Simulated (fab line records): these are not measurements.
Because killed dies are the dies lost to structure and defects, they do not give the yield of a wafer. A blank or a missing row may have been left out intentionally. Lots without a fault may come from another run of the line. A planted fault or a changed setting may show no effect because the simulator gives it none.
fab line records | flow sky130
record lots=7 | wafers=21 | last-day=48
route steps=708 shown FIELD_ISO@1 PAD_OPEN@708
lots that met no fault: taken from a fault-free run of the same line
start-h: hours from the record's opening day to when the first of the lot's shown wafers began | wait-h: time in hours since the lot's previous step | " identical to the entry in the row above | L1.1+2: several wafers, shown together as one row | - no value, or no start given | * or withheld: withheld | < > ~ a bound
route shown NAME@n: names a module that has steps shown in the file, with the first one's number in the route | usual: mean/standard deviation taken from wafers without a fault | same: alike in all rows | chamber/n: place in a boat | sites: per-site readings | _std_site: their standard deviation | _edge_site: inner sites' mean taken away from outer sites' mean | radius-mm: how far each site lies from the wafer's centre | mask NAME#n: copy n | behind: the tool/chamber that last shaped the wafer | hold: reason for holding the lot/hours on hold/outcome of the hold | device: transistor that didn't switch, given as n, p or np | end of line: the route-end tests of the same wafers | where a step has no rows: the recipe by itself | killed: the dies lost at the first sort to structure and to defects; this is not the yield of the wafer | map: a wafer's dies, x killed, . not, _ none there
set.NAME: setting as actually run; set.NAME@STEP: the setting as run at that earlier step | model.NAME: the simulator's own value behind a step, which no gauge read
certain route steps with their lots: each step a table, each wafer a row
services: a tool's chamber out of use, with start hour (start-h, from the record's first day; less than 0 if before it), hours out, and reason
## steps
# step SKY_FIELD_ISO_BOW_MEAS_00
# recipe mode=bow
# usual INCOMING_BOW=1/6.9
lot.wafer | tool          | chamber | start-h | wait-h | INCOMING_BOW[um]
L688.1    | film-metro-03 | -       | 10.00   | -      | 11
L688.4    | "             | -       | "       | "      | 9
L688.5    | "             | -       | "       | "      | -7
L691.1    | film-metro-03 | -       | 25.00   | -      | 3
L691.2    | "             | -       | "       | "      | -2
L691.6    | "             | -       | "       | "      | 7
L693.3    | film-metro-03 | -       | 35.04   | -      | 14
L693.4    | "             | -       | "       | "      | -4
L693.6    | "             | -       | "       | "      | 12
L694.2    | film-metro-01 | -       | 40.02   | -      | 12
L694.3    | "             | -       | "       | "      | -15
L694.5    | "             | -       | "       | "      | 9
L697.2    | film-metro-02 | -       | 55.02   | -      | -1
L697.4    | "             | -       | "       | "      | 11
L697.6    | "             | -       | "       | "      | -1
L698.1    | film-metro-01 | -       | 60.00   | -      | -15
L698.2    | "             | -       | "       | "      | -8
L698.5    | "             | -       | "       | "      | 3
L699.1    | film-metro-01 | -       | 65.00   | -      | 9
L699.2    | "             | -       | "       | "      | 2
L699.4    | "             | -       | "       | "      | 6
# step SKY_FIELD_ISO_OXIDATION_01
# recipe temp-c=900 | ambient=O2 | stabilise-s=600 | purge-s=300 | target-thk-a=120 | ox-time-s=1843
# step SKY_FIELD_ISO_THK_MEAS_02
# recipe reads=SiO2_of_FIELD_ISO_OXIDATION_01
# usual FIELD_ISO_OXIDATION_00_THK=11.96/0.22
lot.wafer | tool          | chamber | start-h | wait-h | FIELD_ISO_OXIDATION_00_THK[nm]
L688.1    | film-metro-01 | -       | 12.10   | 0.0    | 12.19
L688.4    | "             | -       | "       | "      | 12.07
L688.5    | "             | -       | "       | "      | 12.31
L691.1    | film-metro-03 | -       | 28.91   | 0.0    | 12.16
L691.2    | "             | -       | "       | "      | 12.16
L691.6    | "             | -       | "       | "      | 12.18
L693.3    | film-metro-02 | -       | 37.67   | 0.0    | 12.12
L693.4    | "             | -       | "       | "      | 12.08
L693.6    | "             | -       | "       | "      | 12.11
L694.2    | film-metro-03 | -       | 42.65   | 0.0    | 12.23
L694.3    | "             | -       | "       | "      | 12.48
L694.5    | "             | -       | "       | "      | 12.14
L698.1    | film-metro-01 | -       | 62.05   | 0.0    | 12.17
L698.2    | "             | -       | "       | "      | 11.83
L698.5    | "             | -       | "       | "      | 11.87
L697.2    | film-metro-03 | -       | 62.06   | 0.0    | 12.05
L697.4    | "             | -       | "       | "      | 11.86
L697.6    | "             | -       | "       | "      | 12.01
L699.1    | film-metro-02 | -       | 67.05   | 0.0    | 11.59
L699.2    | "             | -       | "       | "      | 11.90
L699.4    | "             | -       | "       | "      | 11.93
# step SKY_FIELD_ISO_CVD_03
# recipe material=Si3N4 | precursor=DCS/NH3 | target-thk-nm=165 | temp-c=770 | time-s=2742 | pressure-mtorr=250
# usual spike-tc-bottom-C=788.2/1.1 | spike-tc-centre-C=769.1/1.5 | susceptor-temp-C=770.0/0.36 | zone-power-centre-pct=12.34/0.12
lot.wafer | tool     | chamber | start-h | wait-h | spike-tc-bottom-C | spike-tc-centre-C | susceptor-temp-C | zone-power-centre-pct
L688.1    | lpcvd-02 | 0       | 12.16   | 0.1    | 788.0             | 771.1             | 769.0            | 12.38
L688.4    | "        | 0       | "       | "      | 786.7             | 769.6             | 769.5            | 12.27
L688.5    | "        | 0       | "       | "      | 789.7             | 770.3             | 769.5            | 12.50
L691.1    | lpcvd-02 | 1       | 29.88   | 1.0    | 789.0             | 766.6             | 770.6            | 12.26
L691.2    | "        | 1       | "       | "      | 787.9             | 767.0             | 770.5            | 12.22
L691.6    | "        | 1       | "       | "      | 786.4             | 767.6             | 770.1            | 12.33
L693.3    | lpcvd-02 | 1       | 37.71   | 0.0    | 788.7             | 770.3             | 769.4            | 12.34
L693.4    | "        | 1       | "       | "      | 789.9             | 767.4             | 770.0            | 12.21
L693.6    | "        | 1       | "       | "      | 788.5             | 768.2             | 769.4            | 12.34
L694.2    | lpcvd-02 | 1       | 43.01   | 0.4    | 788.6             | 768.4             | 769.1            | 12.34
L694.3    | "        | 1       | "       | "      | 788.9             | 767.1             | 769.6            | 12.41
L694.5    | "        | 1       | "       | "      | 788.6             | 767.0             | 769.5            | 12.36
L697.2    | lpcvd-02 | 1       | 62.53   | 0.5    | 789.3             | 768.3             | 769.6            | 12.38
L697.4    | "        | 1       | "       | "      | 787.4             | 770.0             | 769.6            | 12.08
L697.6    | "        | 1       | "       | "      | 786.5             | 766.8             | 770.0            | 12.26
L698.1    | lpcvd-02 | 1       | 62.53   | 0.5    | 787.6             | 768.7             | 770.3            | 12.15
L698.2    | "        | 1       | "       | "      | 787.7             | 767.7             | 770.2            | 12.32
L698.5    | "        | 1       | "       | "      | 789.2             | 770.0             | 770.1            | 12.37
L699.1    | lpcvd-02 | 1       | 67.11   | 0.1    | 789.1             | 768.4             | 770.2            | 12.22
L699.2    | "        | 1       | "       | "      | 789.8             | 767.3             | 770.1            | 12.29
L699.4    | "        | 1       | "       | "      | 790.8             | 767.3             | 769.9            | 12.49
# step SKY_FIELD_ISO_THK_MEAS_04
# recipe reads=Si3N4_of_FIELD_ISO_CVD_03
# usual FIELD_ISO_CVD_03_THK=159.0/1.6
lot.wafer | tool          | chamber | start-h | wait-h | FIELD_ISO_CVD_03_THK[nm]
L688.1    | film-metro-01 | -       | 13.95   | 0.0    | 155.5
L688.4    | "             | -       | "       | "      | 157.3
L688.5    | "             | -       | "       | "      | 156.0
L691.1    | film-metro-02 | -       | 31.67   | 0.0    | 159.2
L691.2    | "             | -       | "       | "      | 158.6
L691.6    | "             | -       | "       | "      | 158.5
L693.3    | film-metro-03 | -       | 39.51   | 0.0    | 157.8
L693.4    | "             | -       | "       | "      | 157.4
L693.6    | "             | -       | "       | "      | 157.2
L694.2    | film-metro-01 | -       | 44.81   | 0.0    | 160.0
L694.3    | "             | -       | "       | "      | 160.3
L694.5    | "             | -       | "       | "      | 159.1
L698.1    | film-metro-02 | -       | 64.32   | 0.0    | 136.6
L698.2    | "             | -       | "       | "      | 135.9
L698.5    | "             | -       | "       | "      | 136.0
L697.2    | film-metro-01 | -       | 64.33   | 0.0    | 137.6
L697.4    | "             | -       | "       | "      | 136.2
L697.6    | "             | -       | "       | "      | 135.0
L699.1    | film-metro-03 | -       | 68.90   | 0.0    | 137.3
L699.2    | "             | -       | "       | "      | 137.9
L699.4    | "             | -       | "       | "      | 138.7
# step SKY_FIELD_ISO_DEHYDRATE_05
# recipe temp-c=200 | time-s=60
# step SKY_FIELD_ISO_HMDS_06
# recipe prime-time-s=60 | prime-temp-c=120
# step SKY_FIELD_ISO_COAT_07
# recipe resist=BARC | temp-c=withheld | time-s=withheld | spin-rpm=3000 | resist-thk-nm=60
# step SKY_FIELD_ISO_COAT_08
# recipe resist=KrF-thick | spin-rpm=3000 | resist-thk-nm=450
# step SKY_FIELD_ISO_SOFTBAKE_09
# recipe temp-c=100 | time-s=90 | resist=KrF-thick
# step SKY_FIELD_ISO_EXPOSE_10
# recipe mask-id=FOM | na=0.68 | source-shape=annular | sigma-inner=0.4 | sigma-outer=0.8 | target-cd-nm=150 | dose-mj=28
# step SKY_FIELD_ISO_PEB_11
# recipe peb-temp-c=withheld | peb-time-s=withheld | resist=KrF-thick
# step SKY_FIELD_ISO_DEVELOP_12
# recipe develop-time-s=57.78 | resist=KrF-thick | dev-temp-c=21
# step SKY_FIELD_ISO_CD_MEAS_13
# recipe target-cd-nm=150
# usual cd-nm=150.0/1.4
lot.wafer | tool      | chamber | start-h | wait-h | cd-nm
L688.1    | cd-sem-01 | -       | 29.06   | -      | 150.3
L688.4    | "         | -       | "       | "      | 149.4
L688.5    | "         | -       | "       | "      | 150.7
L691.1    | cd-sem-01 | -       | 47.41   | -      | 148.7
L691.2    | "         | -       | "       | "      | 148.3
L691.6    | "         | -       | "       | "      | 146.8
L693.3    | cd-sem-01 | -       | 55.20   | -      | 151.7
L693.4    | "         | -       | "       | "      | 150.9
L693.6    | "         | -       | "       | "      | 151.2
L694.2    | cd-sem-01 | -       | 60.53   | -      | 149.9
L694.3    | "         | -       | "       | "      | 150.2
L694.5    | "         | -       | "       | "      | 150.6
L697.2    | cd-sem-02 | -       | 80.76   | -      | 152.2
L697.4    | "         | -       | "       | "      | 150.9
L697.6    | "         | -       | "       | "      | 151.2
L698.1    | cd-sem-02 | -       | 80.86   | -      | 150.9
L698.2    | "         | -       | "       | "      | 150.0
L698.5    | "         | -       | "       | "      | 149.8
L699.1    | cd-sem-02 | -       | 85.71   | -      | 148.7
L699.2    | "         | -       | "       | "      | 149.7
L699.4    | "         | -       | "       | "      | 149.7
# step SKY_FIELD_ISO_ETCH_14
# recipe chemistry=N2/H2 | target=BARC | ion-energy-ev=200 | source-w=500 | bias-w=100 | pressure-mtorr=30 | n2-flow-sccm=100 | h2-flow-sccm=200 | stop-on=SiO2 | time-s=45.9 | target-depth-a=600
# usual drypump-motor-current-A=5.6/0.39 | oes-product-au=0.854/0.0046 | throttle-valve-pct=13.225/0.0088
lot.wafer | tool        | chamber | start-h | wait-h | drypump-motor-current-A | oes-product-au | rf-hours-counter-h | throttle-valve-pct
L688.1    | rie-diel-03 | 1       | 29.18   | 0.1    | 5.2                     | 0.853          | 125                | 13.220
L688.4    | "           | 3       | "       | "      | 6.2                     | 0.855          | 19                 | 13.228
L688.5    | "           | 0       | "       | "      | 5.6                     | 0.850          | -                  | 13.236
L691.1    | rie-diel-01 | 2       | 47.53   | 0.1    | 5.9                     | 0.855          | 122                | 13.234
L691.2    | "           | 3       | "       | "      | 5.3                     | 0.849          | 131                | 13.219
L691.6    | "           | 0       | "       | "      | 5.5                     | 0.852          | -                  | 13.236
L693.3    | rie-diel-01 | 1       | 55.28   | 0.1    | 5.7                     | 0.850          | 3                  | 13.240
L693.4    | "           | 2       | "       | "      | 5.8                     | 0.851          | 122                | 13.223
L693.6    | "           | 0       | "       | "      | 5.5                     | 0.858          | -                  | 13.228
L694.2    | rie-diel-04 | 0       | 60.63   | 0.1    | 4.9                     | 0.857          | 1                  | 13.228
L694.3    | "           | 1       | "       | "      | 5.6                     | 0.846          | 90                 | 13.231
L694.5    | "           | 1       | "       | "      | 5.6                     | 0.860          | -                  | 13.227
L697.2    | rie-diel-03 | 0       | 80.86   | 0.1    | 5.7                     | 0.852          | 22                 | 13.213
L697.4    | "           | 2       | "       | "      | 5.8                     | 0.854          | 134                | 13.222
L697.6    | "           | 0       | "       | "      | 5.7                     | 0.857          | -                  | 13.221
L698.1    | rie-diel-01 | 3       | 80.98   | 0.1    | 5.4                     | 0.853          | 131                | 13.214
L698.2    | "           | 0       | "       | "      | 5.5                     | 0.854          | 97                 | 13.228
L698.5    | "           | 1       | "       | "      | 5.7                     | 0.858          | -                  | 13.222
L699.1    | rie-diel-03 | 3       | 85.83   | 0.1    | 6.2                     | 0.865          | 20                 | 13.213
L699.2    | "           | 2       | "       | "      | 5.8                     | 0.853          | 134                | 13.228
L699.4    | "           | 0       | "       | "      | 5.6                     | 0.848          | 22                 | 13.226
# step SKY_FIELD_ISO_ETCH_15
# recipe chemistry=CHF3/O2 | target-depth-nm=180 | stop-on=Si | source-w=600 | bias-w=200 | pressure-mtorr=40 | chf3-flow-sccm=50 | O2_flow_sccm=5 | time-s=72
# usual drypump-motor-current-A=5.6/0.39 | oes-product-au=0.925/0.0071 | throttle-valve-pct=8.837/0.0087
lot.wafer | tool        | chamber | start-h | wait-h | drypump-motor-current-A | oes-product-au | rf-hours-counter-h | throttle-valve-pct
L688.1    | rie-diel-03 | 1       | 29.22   | 0.0    | 5.2                     | 0.905          | 125                | 8.838
L688.4    | "           | 3       | "       | "      | 6.1                     | 0.918          | 19                 | 8.826
L688.5    | "           | 0       | "       | "      | 5.7                     | 0.914          | -                  | 8.835
L691.1    | rie-diel-01 | 2       | 47.57   | 0.0    | 5.8                     | 0.918          | 122                | 8.838
L691.2    | "           | 3       | "       | "      | 5.3                     | 0.922          | 131                | 8.838
L691.6    | "           | 0       | "       | "      | 5.5                     | 0.930          | -                  | 8.841
L693.3    | rie-diel-01 | 1       | 55.32   | 0.0    | 5.7                     | 0.913          | 3                  | 8.839
L693.4    | "           | 2       | "       | "      | 5.8                     | 0.928          | 122                | 8.834
L693.6    | "           | 0       | "       | "      | 5.5                     | 0.923          | -                  | 8.840
L694.2    | rie-diel-04 | 0       | 60.68   | 0.0    | 4.8                     | 0.929          | 1                  | 8.829
L694.3    | "           | 1       | "       | "      | 5.6                     | 0.934          | 90                 | 8.851
L694.5    | "           | 1       | "       | "      | 5.6                     | 0.918          | -                  | 8.833
L697.2    | rie-diel-03 | 0       | 80.90   | 0.0    | 5.6                     | 0.856          | 22                 | 8.824
L697.4    | "           | 2       | "       | "      | 5.8                     | 0.850          | 134                | 8.826
L697.6    | "           | 0       | "       | "      | 5.7                     | 0.842          | -                  | 8.814
L698.1    | rie-diel-01 | 3       | 81.02   | 0.0    | 5.3                     | 0.850          | 131                | 8.817
L698.2    | "           | 0       | "       | "      | 5.5                     | 0.842          | 97                 | 8.802
L698.5    | "           | 1       | "       | "      | 5.7                     | 0.852          | -                  | 8.811
L699.1    | rie-diel-03 | 3       | 85.87   | 0.0    | 6.2                     | 0.856          | 20                 | 8.805
L699.2    | "           | 2       | "       | "      | 5.8                     | 0.853          | 134                | 8.810
L699.4    | "           | 0       | "       | "      | 5.6                     | 0.865          | 22                 | 8.821
# step SKY_FIELD_ISO_STRIP_16
# recipe chemistry=O2/N2 | power-w=1400 | pressure-mtorr=1500 | platen-temp-c=withheld | o2-flow-sccm=3000 | n2-flow-sccm=300 | overash-fraction=0.5
# usual drypump-motor-current-A=5.7/0.43 | oes-product-au=0.378/0.0047 | strip-time-to-endpoint-s=3.56/0.045
lot.wafer | tool            | chamber | start-h | wait-h | drypump-motor-current-A | oes-product-au | rf-hours-counter-h | strip-time-to-endpoint-s
L688.1    | plasma-asher-04 | 0       | 29.27   | 0.0    | 5.8                     | 0.374          | 21                 | 3.58
L688.4    | "               | 0       | "       | "      | 5.8                     | 0.380          | -                  | 3.53
L688.5    | "               | 1       | "       | "      | 6.2                     | 0.375          | -                  | 3.58
L691.1    | plasma-asher-04 | 0       | 47.62   | 0.0    | 5.9                     | 0.380          | 23                 | 3.49
L691.2    | "               | 1       | "       | "      | 6.2                     | 0.373          | 23                 | 3.49
L691.6    | "               | 0       | "       | "      | 5.9                     | 0.382          | -                  | 3.52
L693.3    | plasma-asher-04 | 0       | 55.41   | 0.1    | 5.9                     | 0.372          | -                  | 3.53
L693.4    | "               | 1       | "       | "      | 6.2                     | 0.378          | -                  | 3.51
L693.6    | "               | 1       | "       | "      | 6.2                     | 0.366          | -                  | 3.54
L694.2    | plasma-asher-04 | 0       | 60.73   | 0.0    | 5.9                     | 0.389          | 25                 | 3.62
L694.3    | "               | 0       | "       | "      | 5.9                     | 0.381          | -                  | 3.57
L694.5    | "               | 1       | "       | "      | 6.2                     | 0.381          | -                  | 3.58
L697.2    | plasma-asher-04 | 0       | 80.96   | 0.0    | 5.9                     | 0.375          | 26                 | 3.55
L697.4    | "               | 0       | "       | "      | 5.9                     | 0.372          | -                  | 3.63
L697.6    | "               | 0       | "       | "      | 5.9                     | 0.375          | -                  | 3.55
L698.1    | plasma-asher-03 | 0       | 81.08   | 0.0    | 5.6                     | 0.380          | 40                 | 3.52
L698.2    | "               | 1       | "       | "      | 5.3                     | 0.380          | 40                 | 3.55
L698.5    | "               | 0       | "       | "      | 5.6                     | 0.382          | -                  | 3.56
L699.1    | plasma-asher-02 | 1       | 85.92   | 0.0    | 4.9                     | 0.370          | 40                 | 3.54
L699.2    | "               | 0       | "       | "      | 5.5                     | 0.384          | 40                 | 3.66
L699.4    | "               | 1       | "       | "      | 4.9                     | 0.386          | -                  | 3.57
# step SKY_PAD_OPEN_PROBE_99
# usual killed_at_M0_to_M3=43/7.3 | killed_at_M4_up=3.5/2.2 | killed-at-contacts=24/5.3 | killed-at-front-end=15/4.2 | killed-at-other=0.3/0.67 | killed-dies=86/9.8 | killed-open=47/7.2 | killed-short=39/6.5
# same gross-dies=492 | killed-at-back-side=0
lot.wafer | tool      | chamber | start-h | wait-h | killed_at_M0_to_M3 | killed_at_M4_up | killed-at-contacts | killed-at-front-end | killed-at-other | killed-dies | killed-open | killed-short
L699.2    | prober-02 | -       | 1157.16 | 0.1    | 44                 | 2               | 16                 | 13                  | 0               | 75          | 38          | 36
# killed by level:class
L699.2 VIA1:geometric-particle:open=13 CONTACT:geometric-particle:open=6 METAL2:geometric-particle:short=6 VIA3:geometric-particle:open=6 METAL1:geometric-particle:short=5 FIELD_ISO:geometric-particle:short=4 VIA2:geometric-particle:open=4 POLY_GATE:geometric-particle:short=3
## services
tool            | chamber | start-h | hours | kind
rie-diel-01     | 3       | -11.16  | 2.2   | repair
plasma-asher-04 | -       | 9.91    | 2.3   | repair
rie-diel-04     | 0       | 18.99   | -     | clean
rie-diel-04     | 0       | 18.99   | 12.0  | scheduled-down
rie-diel-04     | 0       | 18.99   | 12.0  | vent-cycle
plasma-asher-03 | -       | 44.88   | 9.9   | repair
plasma-asher-02 | -       | 52.89   | 3.3   | repair
rie-diel-04     | 3       | 63.44   | -     | clean
rie-diel-04     | 3       | 63.44   | 16.7  | scheduled-down
rie-diel-04     | 3       | 63.44   | 16.7  | vent-cycle
rie-diel-01     | 0       | 69.83   | 2.0   | repair
## key
first-sign step=SKY_FIELD_ISO_THK_MEAS_04 | reading=FIELD_ISO_CVD_03_THK | direction=down | sigmas=14 | usual=159.0 | struck=136.8
effect step=SKY_FIELD_ISO_ETCH_15 | reading=oes-product-au | direction=down | sigmas=10 | usual=0.925 | struck=0.852
met-at SKY_FIELD_ISO_CVD_03
struck-wafers L697.2,L697.4,L697.6,L698.1,L698.2,L698.5,L699.1,L699.2,L699.4
tester-left-out L697,L698,L699
onset-between 43.01 62.53
also-fits time
fault kind=site-profile-drift | tool=lpcvd-02 | chamber=- | onset-h=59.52 | steps=SKY_FIELD_ISO_CVD_03 | basis=fraction | max-abs-drift=0.30531 | slope-share-per-hr=67.846 | site-pattern=0,0,0,0,0,-1,-1,-1,-1
# tester-left-out: of these lots the tester's yield and bins aren't shown, on N5 and GAA mostly nor the transistor test; their killed dies are dies lost to structure and defects alone, not to doping, threshold or leakage, so they don't give the yield
